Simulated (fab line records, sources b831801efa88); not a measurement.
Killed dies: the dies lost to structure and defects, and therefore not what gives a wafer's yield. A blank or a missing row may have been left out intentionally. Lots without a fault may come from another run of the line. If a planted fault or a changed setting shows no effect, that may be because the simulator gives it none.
A struck lot beside a sound one || flow sky130 || 15 steps out of a route of 708
Sound: wafers L374.1, L374.4, L374.6. Struck: wafers L381.1, L381.3, L381.5. The cause is given at the end.
Each step with rows lists, per side, the tool, then ch with its chambers, then its first start. Under that, the readings that differ: sound wafers || struck wafers || difference of the means || sigmas: that difference in standard deviations of wafers without a fault.
alike: same words and numbers on both sides, and readings whose means sit less than 2 such deviations apart. not compared: any withheld reading, any reading some wafer has no value for, any bound like >300 that may hide the same value, and any number with overlapping values for which the record gives no deviation.
A row with sigmas, a row that says differs or no value, or rows on one side alone: a step with any of these is where the two part. When numbers do not overlap yet have no deviation, they are printed without sigmas and do not part them. Lack of a reading on every wafer of one side parts them only where that side has two or more wafers.

SKY_POLY_GATE_THK_MEAS_21:
  sound: film_metro-03 at day 20 20:46; struck: film_metro-01 at day 23 16:02
  alike: POLY_GATE_OXIDATION_THK
SKY_POLY_GATE_CD_MEAS_22:
  sound: cd_sem-01 at day 20 20:50; struck: cd_sem-01 at day 23 16:06
{"reading": "cd_nm (nm)", "sound": "152.0 150.9 151.8", "struck": "147.6 146.2 147.2", "difference": -4.6, "sigmas": -2}
then, 7 steps without rows for these wafers: SKY_LDD_N_DEHYDRATE_00 (time 60 s); SKY_LDD_N_HMDS_01 (prime time 60 s); SKY_LDD_N_COAT_02 (resist thk 300 nm); SKY_LDD_N_SOFTBAKE_03 (time 60 s); SKY_LDD_N_EXPOSE_04 (exposes mask NTM, target cd 840 nm); SKY_LDD_N_PEB_05; SKY_LDD_N_DEVELOP_06 (develop time 60 s).
SKY_LDD_N_OVL_MEAS_07:
  sound: overlay-02 at day 22 04:01; struck: overlay-02 at day 24 21:46
{"reading": "LDD_N_OVL (nm)", "sound": "1.6 -0.1 1.9", "struck": "-2.4 -0.8 -2.7", "difference": -3.1, "sigmas": -2}
then, 2 steps without rows for these wafers: SKY_LDD_N_IMPLANT_08; SKY_LDD_N_IMPLANT_09.
SKY_LDD_N_IMPLANT_10:
  sound on implanter-01 ch 0, day 22 04:21; struck on implanter-03 ch 0, day 24 22:06
{"reading": "beam_energy_keV", "sound": "19.994 20.000 19.997", "struck": "18.230 18.236 18.226", "difference": -1.766, "sigmas": "-99 or more"}
{"reading": "model.implant.rp_nm (nm)", "sound": "15.92 15.92 15.92", "struck": "14.61 14.61 14.61", "difference": -1.31, "sigmas": ""}
{"reading": "model.implant.drp_nm (nm)", "sound": "7.212 7.212 7.212", "struck": "6.766 6.766 6.766", "difference": -0.446, "sigmas": ""}
next, for these wafers, 1 step has no rows: SKY_LDD_N_IMPLANT_11.
-- the record jumps here: 25 days lie between the struck wafers' starts before and after (it left off in module LDD_N and takes up again in module PAD_OPEN, whose first step shown is number 708 of the route) --
SKY_PAD_OPEN_PROBE_99:
  sound: prober-01 at day 48 11:42; struck: prober-01 at day 50 05:26
{"reading": "killed_open", "sound": "60 57 44", "struck": "36 41 42", "difference": -14, "sigmas": -2}
  alike: killed_at_M0_to_M3, killed_at_M4_up, killed_at_contacts, killed_at_front_end, killed_at_other, killed_dies, killed_short

WHERE THEY PART
Last at SKY_PAD_OPEN_PROBE_99 as far as this record goes, first at SKY_POLY_GATE_CD_MEAS_22.

WHY: what the simulator had put in
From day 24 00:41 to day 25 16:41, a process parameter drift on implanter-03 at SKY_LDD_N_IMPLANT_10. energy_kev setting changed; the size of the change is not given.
